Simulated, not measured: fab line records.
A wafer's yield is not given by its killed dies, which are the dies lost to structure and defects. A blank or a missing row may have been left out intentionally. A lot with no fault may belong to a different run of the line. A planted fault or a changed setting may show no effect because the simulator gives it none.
Chamber matching :: flow sky130 :: rie-diel-02 running SKY_METAL4_ETCH_17: 4 sister chambers
The step etches SiO2 in C4F8/O2/Ar, stops on TiN, time 3.9 s, target depth 15 nm. 4 wafers are shown with their chamber, then 11 later ones without.

== WAFERS PAIRED WITH THEIR CHAMBERS ==
wafer: L085.6
chamber: 0
oes-product-au (a.u.): 0.757

wafer: L086.2
chamber: 3
oes-product-au (a.u.): 0.762

wafer: L086.6
chamber: 1
oes-product-au (a.u.): 0.751

wafer: L087.1
chamber: 2
oes-product-au (a.u.): 0.761

== WAFERS WHOSE CHAMBER IS MISSING ==
wafer: L087.2
oes-product-au (a.u.): 0.753

wafer: L087.6
oes-product-au (a.u.): 0.753

wafer: L088.1
oes-product-au (a.u.): 0.738

wafer: L088.2
oes-product-au (a.u.): 0.739

wafer: L088.5
oes-product-au (a.u.): 0.737

wafer: L094.3
oes-product-au (a.u.): 0.758

wafer: L094.5
oes-product-au (a.u.): 0.755

wafer: L094.6
oes-product-au (a.u.): 0.757

wafer: L096.1
oes-product-au (a.u.): 0.756

wafer: L096.3
oes-product-au (a.u.): 0.748

wafer: L096.5
oes-product-au (a.u.): 0.754

== WHICH CHAMBER EACH WENT THROUGH ==
wafer: L087.2
from the rows above: can't be placed: 1 or 0 or 2 or 3
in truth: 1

wafer: L087.6
from the rows above: can't be placed: 1 or 0 or 2 or 3
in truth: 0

wafer: L088.1
from the rows above: can't be placed: 1 or 0 or 2 or 3
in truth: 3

wafer: L088.2
from the rows above: can't be placed: 1 or 0 or 2 or 3
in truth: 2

wafer: L088.5
from the rows above: can't be placed: 1 or 0 or 2 or 3
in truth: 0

wafer: L094.3
from the rows above: can't be placed: 0 or 2 or 3 or 1
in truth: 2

wafer: L094.5
from the rows above: can't be placed: 0 or 1 or 2 or 3
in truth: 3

wafer: L094.6
from the rows above: can't be placed: 0 or 2 or 3 or 1
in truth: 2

wafer: L096.1
from the rows above: can't be placed: 0 or 1 or 2 or 3
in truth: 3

wafer: L096.3
from the rows above: can't be placed: 1 or 0 or 2 or 3
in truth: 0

wafer: L096.5
from the rows above: can't be placed: 0 or 1 or 2 or 3
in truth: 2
Placed correctly: 0 of 11. Not placeable from these rows: 11 (in 11, the candidates include the true chamber). 0 placed wrongly.
How it was worked out, from the rows above alone: a wafer's distance from a chamber is the root of the sum, over the readings, of the square of ((its reading less the chamber's mean) divided by the reading's scatter). The wafer belongs to the nearest chamber; if the next one is less than 2 further off, it can't be placed. Each chamber's mean is taken over the wafers shown for it. The scatter: root of mean squared gap, hidden wafer to nearest shown wafer, with one shown wafer a chamber.
